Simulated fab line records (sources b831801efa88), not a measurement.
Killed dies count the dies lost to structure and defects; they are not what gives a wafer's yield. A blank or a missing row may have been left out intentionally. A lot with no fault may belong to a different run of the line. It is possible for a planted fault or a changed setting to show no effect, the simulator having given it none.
A lot that was struck, set against a sound lot | flow sfq line | 14 out of 325 route steps
Sound: these wafers, L602.2, L602.4, L602.5. Wafers L595.1, L595.2, L595.5 were the ones struck. At the end, the cause is stated.
For every step that has rows: the tool of each side, followed by ch and its chambers, followed by its first start. Under that, the readings that differ: sound wafers | struck wafers | difference of the means | sigmas: that difference in standard deviations of wafers without a fault.
alike: readings whose means differ by less than 2 such deviations, and words and numbers that are the same on both sides. not compared: withheld readings, readings that some wafer has no value for, bounds like >300 that may hide the same value, and numbers for which the record gives no deviation and whose values overlap.
The two part at a step that has a row with sigmas, a row that says differs or no value, or rows on one side only. Non-overlapping numbers with no deviation appear without sigmas and do not part them. A reading missing from all wafers of one side parts the sides only when that side holds two or more wafers.

SFQ_INCOMING_BOW_MEAS_900:
  struck on film metro-03, day 2 21:00; sound on film metro-01, day 4 08:01
  alike: INCOMING_BOW
then, 1 step without rows for these wafers: SFQ_TRILAYER_INCOMING_OXIDATION_002 (target thk 500 nm, ox time 4939 s).
SFQ_TRILAYER_L0_DEP_SPUTTER_003: material MoNx KI, target thk 40 nm, time 100 s.
  struck on pvd sputter-05, day 2 23:29; sound on pvd sputter-05, day 4 10:29
  alike: base pressure pa, throttle valve pct
SFQ_L0_RS_MEAS_901: measurement is done with a four-point probe.
  struck on film metro-01, day 2 23:34; sound on film metro-04, day 4 10:35
  alike: L0_MONX_KI_RS
SFQ_L0_THK_MEAS_902: measures by xrf.
  struck on film metro-01, day 2 23:41; sound on film metro-04, day 4 10:41
  alike: L0_MONX_KI_THK
then, 4 steps without rows for these wafers: SFQ_TRILAYER_L0_LITHO_COAT_010 (resist thk 62 nm); SFQ_TRILAYER_L0_LITHO_COAT_005 (resist thk 600 nm); SFQ_TRILAYER_L0_LITHO_SOFTBAKE_009; SFQ_TRILAYER_L0_LITHO_EXPOSE_006 (exposes mask L0, target cd 2000 nm).
-- the record jumps here: 4 days lie between the struck wafers' starts before and after --
SFQ_TRILAYER_L0_LITHO_PEB_008: peb time 60 s.
  sound on litho track-04 ch 0, day 8 18:46; struck on litho track-02 ch 0, day 7 05:25
  reading                  | sound                | struck               | difference | sigmas
  heater power total W (W) | 79.24 79.24 79.08    | 78.20 78.37 78.30    | -0.90      | -13
  plate temp C (C)         | 115.08 115.20 115.32 | 114.04 113.95 113.94 | -1.22      | -9
  alike: chill plate temp C, resist line temp C
then, 1 step without rows for these wafers: SFQ_TRILAYER_L0_LITHO_DEVELOP_007 (time 60 s).
SFQ_TRILAYER_L0_BARC_OPEN_METAL_ETCH_010: etches BARC in O2, target depth 125 nm, time 41.7 s.
  sound on rie metal-03 ch 1, day 8 19:02; struck on rie metal-04 ch 0,1, day 7 05:43
  reading                     | sound          | struck         | difference | sigmas
  drypump motor current A (A) | 4.8 4.8 4.8    | 5.6 6.2 5.6    | +1.0       | +2
  model.L0.cd nm (nm)         | 2000 1999 2001 | 2015 2017 2016 | +16        |
  alike: oes product au
  not compared: rf hours counter h
SFQ_TRILAYER_L0_ETCH_METAL_ETCH_008: etches MoNx KI in SF6/O2, stops on SiO2, target depth 50 nm, time 25 s.
  sound on rie metal-03 ch 1, day 8 19:06; struck on rie metal-04 ch 0,1, day 7 05:47
  reading                     | sound          | struck         | difference | sigmas
  drypump motor current A (A) | 4.8 4.9 4.9    | 5.6 6.2 5.6    | +0.9       | +2
  model.L0.cd nm (nm)         | 2000 2000 2001 | 2015 2017 2016 | +16        |
  alike: oes product au
  not compared: rf hours counter h
SFQ_TRILAYER_L0_STRIP_STRIP_009: strips in O2.
  sound on rie metal-03 ch 1, day 8 19:09; struck on rie metal-04 ch 0,1, day 7 05:49
  reading                     | sound       | struck      | difference | sigmas
  drypump motor current A (A) | 4.8 4.9 4.8 | 5.6 6.2 5.6 | +1.0       | +2
  alike: oes product au, platen temp c
  not compared: rf hours counter h

== WHERE THEY PART ==
At SFQ_TRILAYER_L0_LITHO_PEB_008 first; at SFQ_TRILAYER_L0_STRIP_STRIP_009 last (within this record only).

WHY: the cause the simulator had injected
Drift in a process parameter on litho track-02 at SFQ_TRILAYER_L0_LITHO_PEB_008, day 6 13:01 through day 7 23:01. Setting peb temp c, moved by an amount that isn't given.
